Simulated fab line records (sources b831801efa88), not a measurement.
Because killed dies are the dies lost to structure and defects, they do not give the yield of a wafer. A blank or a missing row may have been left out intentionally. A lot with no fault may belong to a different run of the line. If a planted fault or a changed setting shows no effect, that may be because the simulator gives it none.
fab line records	flow sky130
[record] lots = 6	wafers = 18	lastDay = 50
route steps=708 shown RES_XHIGH@334 SD_N@342 PAD_OPEN@708
lots untouched by any fault: they come from a run of this same line in which no faults occurred
startH: start of the lot's first displayed wafer, in hours after the record's first day	waitH: hours elapsed since this lot's preceding step	" the same as in the row above	L1.1+2: several wafers, shown together as one row	- no value present, or no start provided	* or withheld: withheld	< > ~ a bound
route shown NAME@n: NAME is a module with steps in the file, n the number in the route of the first one	usual: mean/standard deviation of fault-free wafers	same: alike in all rows	chamber/n: place in a boat	sites: readings site by site	_std_site: how widely they spread, as a standard deviation	_edge_site: outer sites' mean less inner sites'	radiusMm: for every site, how far away it sits from the centre of the wafer	mask NAME#n: copy n	behind: tool/chamber where the wafer was last shaped	hold: why the lot was held/for how many hours/how that ended	device: whichever transistor did not switch (one of n, p or np)	end of line: at the end of the route, the tests of the same wafers	step lacking rows: just its recipe	killed: at the first sort, the dies lost to defects and structure; wafer yield is something else	map: a wafer's dies, marking killed ones x, the rest . and places with no die _
set.NAME: the setting as run; set.NAME@STEP: as run at that earlier step	model.NAME: the simulator's own value behind a step, which no gauge read
certain route steps with their lots: each step a table, each wafer a row
services: from which hour (startH, from the record's first day; less than 0 if before it) a tool's chamber was out of use, for how many hours, and why
[[steps]]
[step SKY_RES_XHIGH_COAT_02]
[recipe] resist = NOVOLAK	spinRpm = 3000	resistThkNm = 1140
[step SKY_RES_XHIGH_SOFTBAKE_03]
[recipe] tempC = 90	timeS = 60	resist = NOVOLAK
[step SKY_RES_XHIGH_EXPOSE_04]
[recipe] maskId = URPM	na = 0.6	sourceShape = conventional	sigmaOuter = 0.6	polarization = unpolarized	targetCdNm = 1270	doseMj = 140
[step SKY_RES_XHIGH_PEB_05]
[recipe] tempC = withheld	timeS = *	resist = NOVOLAK
[step SKY_RES_XHIGH_DEVELOP_06]
[recipe] resist = NOVOLAK	developer = TMAH	developTimeS = 60	devTempC = 23
[step SKY_RES_XHIGH_IMPLANT_07]
[recipe] species = BF2	energyKev = 20	doseCm2 = 3.6e+14	tiltDeg = 0
[step SKY_RES_XHIGH_STRIP_08]
[recipe] chemistry = O2/N2	powerW = 1400	pressureMtorr = 1500	platenTempC = withheld	o2FlowSccm = 3000	n2FlowSccm = 300	overashFraction = 0.5
[usual] drypumpMotorCurrentA = 5.3/0.32	oesProductAu = 0.711/0.0045	stripTimeToEndpointS = 14.27/0.045
lot.wafer	tool	chamber	startH	waitH	drypumpMotorCurrentA	oesProductAu	rfHoursCounterH	stripTimeToEndpointS
L645.1	plasmaAsher-03	1	631.29	0.1	5.2	0.715	20	14.25
L645.2	"	0	"	"	5.2	0.700	20	14.27
L645.5	"	1	"	"	5.2	0.719	-	14.23
L650.2	plasmaAsher-01	1	656.84	0.1	4.8	0.705	99	14.22
L650.4	"	0	"	"	5.8	0.711	-	14.22
L650.6	"	1	"	"	4.7	0.709	-	14.25
L656.4	plasmaAsher-04	0	718.48	0.1	5.5	0.715	-	14.24
L656.5	"	0	"	"	5.5	0.699	-	14.23
L656.6	"	1	"	"	5.3	0.714	-	14.20
L659.2	plasmaAsher-04	0	741.75	0.1	5.6	0.714	61	14.27
L659.5	"	0	"	"	5.6	0.709	-	14.29
L659.6	"	1	"	"	5.3	0.710	-	14.29
L661.3	plasmaAsher-01	0	754.83	0.1	5.8	0.713	-	14.32
L661.4	"	1	"	"	4.7	0.714	-	14.34
L661.5	"	1	"	"	4.7	0.713	-	14.32
L667.2	plasmaAsher-03	1	798.85	0.1	5.2	0.708	36	14.19
L667.5	"	0	"	"	5.2	0.708	-	14.17
L667.6	"	1	"	"	5.2	0.710	-	14.22
[step SKY_RES_XHIGH_TW_MEAS_09]
[usual] RES_XHIGH_TW = 1645/9.4
lot.wafer	tool	chamber	startH	waitH	RES_XHIGH_TW
L645.1	filmMetro-02	-	631.39	0.1	1652
L645.2	"	-	"	"	1650
L645.5	"	-	"	"	1658
L650.2	filmMetro-03	-	656.95	0.1	1640
L650.4	"	-	"	"	1646
L650.6	"	-	"	"	1643
L656.4	filmMetro-02	-	718.58	0.1	1654
L656.5	"	-	"	"	1656
L656.6	"	-	"	"	1654
L659.2	filmMetro-02	-	741.86	0.1	1655
L659.5	"	-	"	"	1649
L659.6	"	-	"	"	1657
L661.3	filmMetro-02	-	754.92	0.1	1650
L661.4	"	-	"	"	1655
L661.5	"	-	"	"	1646
L667.2	filmMetro-03	-	798.96	0.1	1644
L667.5	"	-	"	"	1647
L667.6	"	-	"	"	1640
[step SKY_SD_N_DEHYDRATE_00]
[recipe] tempC = 200	timeS = 60
[step SKY_SD_N_HMDS_01]
[recipe] primeTimeS = 60	primeTempC = 120
[step SKY_SD_N_COAT_02]
[recipe] resist = NOVOLAK	spinRpm = 3000	resistThkNm = 1140
[step SKY_SD_N_SOFTBAKE_03]
[recipe] tempC = 90	timeS = 60	resist = NOVOLAK
[step SKY_SD_N_EXPOSE_04]
[recipe] maskId = NSDM	na = 0.6	sourceShape = conventional	sigmaOuter = 0.6	polarization = unpolarized	targetCdNm = 380	doseMj = 141
[same] na = 0.6
lot.wafer	tool	chamber	startH	waitH	mask	model.SD_N.overlayXNm
L645.1+2+5	ilineStepper-02	0	645.63	-	NSDM#0	-0.9002
L650.2+4+6	ilineStepper-02	0	671.41	-	NSDM#0	-0.5645
L656.4+5+6	ilineStepper-02	0	732.08	-	NSDM#0	0.1639
L659.2+5+6	ilineStepper-02	0	755.79	-	NSDM#0	-141.2
L661.3+4+5	ilineStepper-02	0	769.49	-	NSDM#0	-141
L667.2+5+6	ilineStepper-01	0	811.69	-	NSDM#0	-0.2907
[step SKY_SD_N_PEB_05]
[recipe] tempC = withheld	timeS = *	resist = NOVOLAK
[step SKY_SD_N_DEVELOP_06]
[recipe] resist = NOVOLAK	developer = TMAH	developTimeS = 60	devTempC = 23
[step SKY_SD_N_CD_MEAS_07]
[recipe] targetCdNm = 380
[usual] cdNm = 380.9/2.5
lot.wafer	tool	chamber	startH	waitH	cdNm
L645.1	cdSem-01	-	661.03	0.1	380.6
L645.2	"	-	"	"	378.8
L645.5	"	-	"	"	380.2
L650.2	cdSem-02	-	686.52	0.1	381.4
L650.4	"	-	"	"	382.1
L650.6	"	-	"	"	380.5
L656.4	cdSem-01	-	746.65	0.1	383.6
L656.5	"	-	"	"	380.7
L656.6	"	-	"	"	382.2
L659.2	cdSem-02	-	769.42	0.1	382.4
L659.5	"	-	"	"	379.9
L659.6	"	-	"	"	379.6
L661.3	cdSem-02	-	782.69	0.1	381.9
L661.4	"	-	"	"	381.8
L661.5	"	-	"	"	380.4
L667.2	cdSem-02	-	824.51	0.1	384.8
L667.5	"	-	"	"	382.8
L667.6	"	-	"	"	382.8
[step SKY_SD_N_OVL_MEAS_08]
[usual] SD_N_OVL = 0.9/1.3
lot.wafer	tool	chamber	startH	waitH	hold	SD_N_OVL[nm]
L645.1	overlay-02	-	661.15	0.1	-	-1.4
L645.2	"	-	"	"	-	-1.6
L645.5	"	-	"	"	-	0.3
L650.2	overlay-02	-	686.63	0.1	-	-1.1
L650.4	"	-	"	"	-	0.5
L650.6	"	-	"	"	-	-0.7
L656.4	overlay-01	-	746.73	0.1	-	2.8
L656.5	"	-	"	"	-	-0.3
L656.6	"	-	"	"	-	3.3
L659.2	overlay-02	-	769.53	0.1	awaitDispo/0.2h/release	-141.5
L659.5	"	-	"	"	awaitDispo/0.2h/release	-141.3
L659.6	"	-	"	"	awaitDispo/0.2h/release	-141.9
L659.2	overlay-02	-	769.73	0.2	-	-142.4
L659.5	"	-	"	"	-	-141.8
L659.6	"	-	"	"	-	-143.0
L661.3	overlay-02	-	782.78	0.1	awaitDispo/0.2h/release	-140.1
L661.4	"	-	"	"	awaitDispo/0.2h/release	-140.8
L661.5	"	-	"	"	awaitDispo/0.2h/release	-141.3
L661.3	overlay-02	-	782.98	0.2	-	-141.3
L661.4	"	-	"	"	-	-141.4
L661.5	"	-	"	"	-	-142.7
L667.2	overlay-01	-	824.62	0.1	-	0.5
L667.5	"	-	"	"	-	-0.8
L667.6	"	-	"	"	-	0.4
[step SKY_PAD_OPEN_PROBE_99]
[usual] defectLimitedYield = 82.5/1.9	killed_at_M0_to_M3 = 43/7.2	killed_at_M4_up = 3.1/1.8	killedAtContacts = 24/5.4	killedAtFrontEnd = 15/4.4	killedAtOther = 0.4/0.56	killedDies = 86/9.3	killedOpen = 47/6.9	killedShort = 39/6.6	sort_bin_3_pad_short = 0.9/0.43	sort_bin_5_function = 10.4/1.5	sort_bin_6_memory = 6.2/1.1	sortNPass = 406/9.3	sortYieldPct = 82.5/1.9
[same] grossDies = 492	killedAtBackSide = 0	sort_bin_4_leakage[%] = 0	sort_bin_8_speed[%] = 0
lot.wafer	tool	chamber	startH	waitH	defectLimitedYield[%]	killed_at_M0_to_M3	killed_at_M4_up	killedAtContacts	killedAtFrontEnd	killedAtOther	killedDies	killedOpen	killedShort	sort_bin_3_pad_short[%]	sort_bin_5_function[%]	sort_bin_6_memory[%]	sortNPass	sortYieldPct[%]
L656.4	prober-02	-	1143.91	0.2	83.1	40	5	25	13	0	83	52	31	1.0	10.2	5.7	409	83.1
L656.5	prober-02	-	1143.96	0.2	76.8	50	3	32	29	0	114	57	57	0.2	15.2	7.7	378	76.8
L656.6	prober-02	-	1144.01	0.2	82.5	55	2	16	13	0	86	54	32	1.0	11.0	5.5	406	82.5
L667.2	prober-01	-	1196.75	0.1	85.0	35	5	14	18	2	74	44	28	0.6	8.7	5.7	418	85.0
L667.5	prober-01	-	1196.90	0.2	83.9	44	6	16	12	1	79	37	40	1.6	8.7	5.7	413	83.9
L667.6	prober-01	-	1196.95	0.2	84.1	36	2	29	10	1	78	43	34	0.6	9.1	6.1	414	84.1
// killed by level:class
L656.4 VIA2:geometricParticle:open=12 VIA1:geometricParticle:open=12 CONTACT:geometricParticle:open=10 LI_CONTACT:geometricParticle:open=5 LOCAL_INTERCONNECT:geometricParticle:short=5 CONTACT:geometricParticle:short=5 METAL2:geometricParticle:short=5 POLY_GATE:geometricParticle:open=4
L656.5 CONTACT:geometricParticle:open=13 FIELD_ISO:geometricParticle:short=10 METAL2:geometricParticle:short=10 LI_CONTACT:geometricParticle:open=9 FIELD_ISO:geometricParticle:open=8 VIA1:geometricParticle:short=8 VIA1:geometricParticle:open=7 VIA3:geometricParticle:open=7
L656.6 VIA1:geometricParticle:open=18 VIA3:geometricParticle:open=9 LI_CONTACT:geometricParticle:open=7 METAL2:geometricParticle:short=7 FIELD_ISO:geometricParticle:open=6 VIA2:geometricParticle:open=5 CONTACT:geometricParticle:open=4 METAL1:geometricParticle:short=4
L667.2 VIA1:geometricParticle:open=9 LI_CONTACT:geometricParticle:open=8 POLY_GATE:geometricParticle:open=6 VIA2:geometricParticle:open=5 VIA1:geometricParticle:short=4 VIA3:geometricParticle:open=4 FIELD_ISO:geometricParticle:short=3 METAL1:geometricParticle:short=3
L667.5 VIA3:geometricParticle:open=7 VIA2:geometricParticle:open=7 VIA1:geometricParticle:open=6 LI_CONTACT:geometricParticle:open=5 VIA2:geometricParticle:short=5 FIELD_ISO:geometricParticle:open=4 LOCAL_INTERCONNECT:geometricParticle:short=4 METAL1:geometricParticle:short=4
L667.6 CONTACT:geometricParticle:open=10 VIA3:geometricParticle:open=10 VIA1:geometricParticle:open=9 LI_CONTACT:geometricParticle:open=7 CONTACT:geometricParticle:short=6 POLY_GATE:geometricParticle:open=4 FIELD_ISO:geometricParticle:short=3 LI_CONTACT:geometricParticle:short=3
[[services]]
tool	chamber	startH	hours	kind
ilineStepper-02	0	610.36	-	calibration
plasmaAsher-04	-	630.79	3.5	repair
ilineStepper-01	-	642.12	1.7	pm
plasmaAsher-04	-	653.67	2.8	pm
plasmaAsher-03	-	658.47	0.7	repair
ilineStepper-01	0	683.09	-	calibration
ilineStepper-02	-	720.52	1.7	pm
plasmaAsher-01	-	733.75	9.0	pm
plasmaAsher-01	0	733.75	9.0	ventCycle
plasmaAsher-01	1	733.75	9.0	ventCycle
plasmaAsher-01	0	742.75	-	clean
plasmaAsher-01	1	742.75	-	clean
plasmaAsher-04	-	765.68	0.6	repair
plasmaAsher-04	-	794.08	4.6	pm
ilineStepper-02	-	798.96	2.1	pm
ilineStepper-02	-	801.04	-	consumableReplace:lamp
plasmaAsher-03	-	801.77	1.6	repair
[[key]]
[firstSign] step = SKY_SD_N_OVL_MEAS_08	reading = visit	direction = added
[effect] step = SKY_SD_N_OVL_MEAS_08	reading = SD_N_OVL	direction = down	sigmas = 99+	usual = 0.9	struck = -141.1
[modelEffect] step = SKY_SD_N_EXPOSE_04	value = SD_N.overlayXNm	without = 0.292	struck = -141.1
metAt SKY_SD_N_EXPOSE_04
struckWafers L659.2,L659.5,L659.6,L661.3,L661.4,L661.5
scrappedBehind SKY_SD_N_OVL_MEAS_08 L659.2,L659.5,L659.6,L661.3,L661.4,L661.5
onsetBetween 732.08 755.79
[fault] kind = scannerMatchingOverlay	tool = ilineStepper-02	chamber = -	onsetH = 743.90	steps = SKY_SD_N_EXPOSE_04	offset = -141.38
